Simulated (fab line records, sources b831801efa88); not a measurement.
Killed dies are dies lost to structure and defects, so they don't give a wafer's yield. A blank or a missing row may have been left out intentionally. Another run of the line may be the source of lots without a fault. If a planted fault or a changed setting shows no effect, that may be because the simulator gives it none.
Which tool was responsible? + flow gf180mcu + Sampling: 13 lots, 39 wafers, 5 of 602 route steps

== WHAT THE GAUGES SHOWED, per wafer ==
GF_V2_THK_MEAS_01.
| lot  | measured     | on           | V2_CVD_00_THK (nm) |
|------|--------------|--------------|--------------------|
| L271 | day 19 04:58 | filmMetro-04 | 604 593 606        |
| L272 | day 19 11:40 | filmMetro-04 | 597 601 605        |
| L273 | day 19 18:19 | filmMetro-02 | 595 599 606        |
| L274 | day 20 12:51 | filmMetro-02 | 606 601 601        |
| L278 | day 22 01:14 | filmMetro-02 | 575 567 571        |
| L279 | day 22 05:25 | filmMetro-02 | 601 609 604        |
| L280 | day 22 16:33 | filmMetro-04 | 569 570 576        |
| L284 | day 24 00:24 | filmMetro-02 | 595 598 603        |
| L289 | day 25 13:04 | filmMetro-02 | 596 600 602        |
| L290 | day 25 22:39 | filmMetro-02 | 590 584 583        |
| L291 | day 26 07:17 | filmMetro-02 | 596 593 594        |
| L292 | day 26 12:20 | filmMetro-03 | 596 596 596        |
| L293 | day 26 21:43 | filmMetro-02 | 602 606 597        |

GF_V2_BOW_MEAS_05.
| lot  | measured     | on           | V2_BOW (um) |
|------|--------------|--------------|-------------|
| L271 | day 19 05:28 | filmMetro-02 | 83 106 101  |
| L272 | day 19 12:16 | filmMetro-02 | 101 94 94   |
| L273 | day 19 18:49 | filmMetro-04 | 99 93 109   |
| L274 | day 20 13:20 | filmMetro-04 | 106 106 99  |
| L278 | day 22 01:46 | filmMetro-04 | 104 90 105  |
| L279 | day 22 05:55 | filmMetro-02 | 82 87 87    |
| L280 | day 22 17:46 | filmMetro-04 | 86 123 105  |
| L284 | day 24 00:54 | filmMetro-02 | 92 103 92   |
| L289 | day 25 13:33 | filmMetro-04 | 91 87 96    |
| L290 | day 25 23:12 | filmMetro-04 | 106 94 117  |
| L291 | day 26 07:50 | filmMetro-02 | 98 92 103   |
| L292 | day 26 12:52 | filmMetro-03 | 90 99 101   |
| L293 | day 26 22:12 | filmMetro-03 | 101 101 85  |

== WHAT TOOL EACH LOT RAN ON (gives the tool, then ch and the chambers of the sampled wafers, and finally the start) ==
| lot  | GF_V1_CVD_23                 | GF_V2_CVD_00                     | GF_V2_CVD_02                    |
|------|------------------------------|----------------------------------|---------------------------------|
| L271 | cvdW-01 ch 0,1, day 18 03:45 | hdpcvd-02 ch 0,2, day 19 04:53   | pecvd-04 ch 0,2, day 19 05:02   |
| L272 | cvdW-02 ch 0,1, day 18 09:38 | hdpcvd-01 ch 0,1,2, day 19 11:35 | pecvd-01 ch 0,1, day 19 11:44   |
| L273 | cvdW-02 ch 0,1, day 18 15:34 | hdpcvd-01 ch 0,1,2, day 19 18:15 | pecvd-03 ch 0,1,2, day 19 18:23 |
| L274 | cvdW-02 ch 0,1, day 19 11:04 | hdpcvd-02 ch 1,2, day 20 12:47   | pecvd-04 ch 0,2, day 20 12:55   |
| L278 | cvdW-02 ch 0,1, day 20 23:22 | hdpcvd-02 ch 0,1,2, day 22 01:09 | pecvd-03 ch 0,2, day 22 01:17   |
| L279 | cvdW-02 ch 0,1, day 21 03:57 | hdpcvd-01 ch 1,2, day 22 05:20   | pecvd-04 ch 0,1,2, day 22 05:28 |
| L280 | cvdW-01 ch 0,1, day 21 15:02 | hdpcvd-02 ch 0,2, day 22 16:28   | pecvd-04 ch 0,2, day 22 16:36   |
| L284 | cvdW-01 ch 1, day 23 00:17   | hdpcvd-01 ch 0,2, day 24 00:19   | pecvd-01 ch 0,1, day 24 00:27   |
| L289 | cvdW-01 ch 0,1, day 24 14:02 | hdpcvd-01 ch 1,2, day 25 12:59   | pecvd-01 ch 1,2, day 25 13:07   |
| L290 | cvdW-02 ch 0,1, day 24 23:01 | hdpcvd-01 ch 0,1, day 25 22:34   | pecvd-03 ch 0,1, day 25 22:44   |
| L291 | cvdW-01 ch 0, day 25 08:41   | hdpcvd-01 ch 0,1, day 26 07:11   | pecvd-03 ch 1,2, day 26 07:22   |
| L292 | cvdW-01 ch 0, day 25 13:05   | hdpcvd-01 ch 0,1,2, day 26 12:15 | pecvd-03 ch 1,2, day 26 12:23   |
| L293 | cvdW-01 ch 0,1, day 25 22:56 | hdpcvd-01 ch 1,2, day 26 21:38   | pecvd-03 ch 0,1,2, day 26 21:46 |
- GF_V1_CVD_23: deposits W, target thk 350 nm, time 105.05 s.
- GF_V2_CVD_00: deposits SiO2, target thk 600 nm, time 100 s.
- GF_V2_CVD_02: deposits SiO2 from TEOS, target thk 850 nm, time 94.851 s.

== WHAT THE TOOLS THEMSELVES READ (means of the sampled wafers that have a number; where no wafer has one, the mark that the record gives instead) ==
GF_V1_CVD_23.
| lot  | tool    | heaterPowerW (W) |
|------|---------|------------------|
| L271 | cvdW-01 | 757              |
| L272 | cvdW-02 | 857              |
| L273 | cvdW-02 | 835              |
| L274 | cvdW-02 | 872              |
| L278 | cvdW-02 | 862              |
| L279 | cvdW-02 | 858              |
| L280 | cvdW-01 | 763              |
| L284 | cvdW-01 | 768              |
| L289 | cvdW-01 | 758              |
| L290 | cvdW-02 | 861              |
| L291 | cvdW-01 | 767              |
| L292 | cvdW-01 | 768              |
| L293 | cvdW-01 | 762              |

GF_V2_CVD_02.
| lot  | tool     | heaterPowerW (W) |
|------|----------|------------------|
| L271 | pecvd-04 | 567              |
| L272 | pecvd-01 | 707              |
| L273 | pecvd-03 | 602              |
| L274 | pecvd-04 | 671              |
| L278 | pecvd-03 | 600              |
| L279 | pecvd-04 | 729              |
| L280 | pecvd-04 | 588              |
| L284 | pecvd-01 | 686              |
| L289 | pecvd-01 | 712              |
| L290 | pecvd-03 | 583              |
| L291 | pecvd-03 | 604              |
| L292 | pecvd-03 | 527              |
| L293 | pecvd-03 | 611              |

== THE ANSWER, worked out from the rows above alone ==
Rule: the lots themselves supply what counts as usual. Put in order of their means at a reading, lots are off if they are a third of the lots or fewer, leave a main group of 4 or more, and stand apart from it by a gap of 3 or more times the standard deviation of the main group's means; of several such gaps the widest counts. If all means in a main group match to the digits the tables above print for the reading, that group is not used. Also off: a lot with no number at a reading for which 4 or more lots have one. The other lots that the step has rows for count as sound. Order of review: gauges by route order, followed by the tools' own readings, for which a lot's mean as printed above is used. The first step at which some lot is off is used, and at that step the reading that is off furthest; a lot without a number counts as furthest.
None of the lots is off at any reading shown; this tells nothing.

== WHAT WAS PUT IN BY THE SIMULATOR ==
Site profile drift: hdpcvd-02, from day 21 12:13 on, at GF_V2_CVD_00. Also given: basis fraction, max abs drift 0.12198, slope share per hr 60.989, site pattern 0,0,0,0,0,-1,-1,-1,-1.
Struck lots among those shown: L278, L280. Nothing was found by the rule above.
